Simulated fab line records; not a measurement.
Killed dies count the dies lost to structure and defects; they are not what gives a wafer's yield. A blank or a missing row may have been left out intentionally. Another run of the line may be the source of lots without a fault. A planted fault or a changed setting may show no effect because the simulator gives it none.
fab line records | flow sky130
record lots=12 | wafers=36 | last-day=50
route steps=708 shown NWELL@64
lots that met no fault: from a run of the same line without faults
start-h: start of the lot's first displayed wafer, in hours after the record's first day | wait-h: how many hours have passed since the lot's step before this one | " as in the row above | L1.1+2: a row that stands for several wafers | - either no value or no given start | * or withheld: withheld | < > ~ a bound
route shown NAME@n: NAME is a module with steps in the file, n the number in the route of the first one | usual: mean/standard deviation taken from wafers without a fault | same: alike in all rows | chamber/n: place in a boat | sites: each site's reading | _std_site: how widely they spread, as a standard deviation | _edge_site: outer sites' mean less inner sites' | radius-mm: how far each site lies from the wafer's centre | mask NAME#n: copy n | behind: the last tool/chamber to shape the wafer | hold: why the lot was held/for how many hours/how that ended | device: names the non-switching transistor (n, p or np) | end of line: the tests these same wafers got at the end of their route | a step without rows: its recipe alone | killed: dies that structure and defects cost at the first sort, which is not the same as the wafer's yield | map: shows each die of a wafer: x if killed, . if not, _ if none is there
set.NAME: the setting the step ran with; set.NAME@STEP: the setting that earlier step ran with | model.NAME: the simulator's own value behind a step, which no gauge read
a sample of lots followed through the steps of the route, with each step as a table and each wafer as a row
services: a tool's chamber out of use, with start hour (start-h, from the record's first day; less than 0 if before it), hours out, and reason
## steps
# step SKY_NWELL_IMPLANT_11
# recipe species=P | energy-kev=400 | dose-cm2=1.9e+13 | tilt-deg=withheld
# usual beam-energy-keV=399.99/0.13
# same implant-ion-amu=31
lot.wafer | tool         | chamber | start-h | wait-h | beam-energy-keV
L942.1    | implanter-02 | 0       | 82.43   | 0.0    | 399.84
L942.4    | "            | 0       | "       | "      | 399.94
L942.6    | "            | 0       | "       | "      | 400.12
L943.1    | implanter-02 | 0       | 90.18   | 0.0    | 400.10
L943.3    | "            | 0       | "       | "      | 400.01
L943.4    | "            | 0       | "       | "      | 400.12
L944.2    | implanter-01 | 0       | 98.33   | 0.0    | 400.10
L944.5    | "            | 0       | "       | "      | 400.07
L944.6    | "            | 0       | "       | "      | 400.06
L946.1    | implanter-02 | 0       | 106.35  | 0.0    | 399.98
L946.3    | "            | 0       | "       | "      | 399.87
L946.5    | "            | 0       | "       | "      | 399.91
L954.2    | implanter-02 | 0       | 154.75  | 0.0    | 364.13
L954.3    | "            | 0       | "       | "      | 364.15
L954.5    | "            | 0       | "       | "      | 364.22
L955.1    | implanter-02 | 0       | 160.58  | 0.0    | 364.10
L955.2    | "            | 0       | "       | "      | 364.05
L955.4    | "            | 0       | "       | "      | 364.11
L956.2    | implanter-01 | 0       | 165.85  | 0.0    | 400.13
L956.3    | "            | 0       | "       | "      | 400.09
L956.4    | "            | 0       | "       | "      | 400.14
L957.2    | implanter-01 | 0       | 170.66  | 0.0    | 399.87
L957.3    | "            | 0       | "       | "      | 399.75
L957.6    | "            | 0       | "       | "      | 400.01
L962.3    | implanter-03 | 0       | 204.78  | 0.1    | 400.07
L962.5    | "            | 0       | "       | "      | 400.19
L962.6    | "            | 0       | "       | "      | 400.18
L963.1    | implanter-01 | 0       | 212.18  | 0.0    | 399.80
L963.3    | "            | 0       | "       | "      | 399.68
L963.6    | "            | 0       | "       | "      | 399.83
L964.1    | implanter-03 | 0       | 225.18  | 0.0    | 400.03
L964.2    | "            | 0       | "       | "      | 399.85
L964.4    | "            | 0       | "       | "      | 399.87
L965.1    | implanter-02 | 0       | 235.80  | 0.0    | 400.10
L965.2    | "            | 0       | "       | "      | 400.15
L965.4    | "            | 0       | "       | "      | 400.05
# step SKY_NWELL_RS_MEAS_29
# recipe thk-meas-gauge=four-point-probe
# usual NWELL_RS=625.2/1.4
lot.wafer | tool          | chamber | start-h | wait-h | NWELL_RS[ohm/sq]
L942.1    | film-metro-01 | -       | 100.69  | 0.1    | 626.4
L942.4    | "             | -       | "       | "      | 626.4
L942.6    | "             | -       | "       | "      | 627.0
L943.1    | film-metro-01 | -       | 109.09  | 0.1    | 626.0
L943.3    | "             | -       | "       | "      | 625.9
L943.4    | "             | -       | "       | "      | 625.8
L944.2    | film-metro-02 | -       | 117.01  | 0.1    | 628.0
L944.5    | "             | -       | "       | "      | 625.9
L944.6    | "             | -       | "       | "      | 626.3
L946.1    | film-metro-01 | -       | 125.27  | 0.1    | 624.9
L946.3    | "             | -       | "       | "      | 625.3
L946.5    | "             | -       | "       | "      | 626.9
L954.2    | film-metro-02 | -       | 174.96  | 0.1    | 636.7
L954.3    | "             | -       | "       | "      | 638.0
L954.5    | "             | -       | "       | "      | 636.4
L955.1    | film-metro-02 | -       | 180.80  | 0.1    | 638.8
L955.2    | "             | -       | "       | "      | 641.5
L955.4    | "             | -       | "       | "      | 640.3
L956.2    | film-metro-03 | -       | 186.66  | 0.1    | 626.1
L956.3    | "             | -       | "       | "      | 626.0
L956.4    | "             | -       | "       | "      | 626.7
L957.2    | film-metro-03 | -       | 191.41  | 0.1    | 626.1
L957.3    | "             | -       | "       | "      | 625.3
L957.6    | "             | -       | "       | "      | 626.0
L962.3    | film-metro-01 | -       | 228.28  | 0.1    | 624.4
L962.5    | "             | -       | "       | "      | 625.6
L962.6    | "             | -       | "       | "      | 623.9
L963.1    | film-metro-03 | -       | 235.99  | 0.1    | 626.7
L963.3    | "             | -       | "       | "      | 625.6
L963.6    | "             | -       | "       | "      | 625.6
L964.1    | film-metro-01 | -       | 249.10  | 0.1    | 627.7
L964.2    | "             | -       | "       | "      | 626.2
L964.4    | "             | -       | "       | "      | 626.3
L965.1    | film-metro-03 | -       | 260.29  | 0.1    | 624.5
L965.2    | "             | -       | "       | "      | 623.5
L965.4    | "             | -       | "       | "      | 623.1
## services
tool         | chamber | start-h | hours | kind
implanter-01 | -       | 106.64  | 3.3   | pm
implanter-03 | -       | 129.98  | 43.0  | repair
implanter-02 | -       | 163.36  | 2.7   | pm
implanter-03 | -       | 235.24  | 5.6   | repair
## key
first-sign step=SKY_NWELL_IMPLANT_11 | reading=beam-energy-keV | direction=down | sigmas=99+ | usual=* | struck=*
effect step=SKY_NWELL_RS_MEAS_29 | reading=NWELL_RS | direction=up | sigmas=9.7 | usual=625.2 | struck=638.6
met-at SKY_NWELL_IMPLANT_11
struck-lots L954,L955
tester-left-out L954,L955
onset-between 106.35 154.75
fault kind=process-parameter-drift | tool=implanter-02 | chamber=- | onset-h=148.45 | steps=SKY_NWELL_IMPLANT_11 | channel=energy-kev | offset=* | shape=step | end-h=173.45 | acts-in=* | stated=*
# tester-left-out: of these lots the tester's yield and bins aren't shown, on N5 and GAA mostly nor the transistor test; their killed dies are dies lost to structure and defects alone, not to doping, threshold or leakage, so they don't give the yield
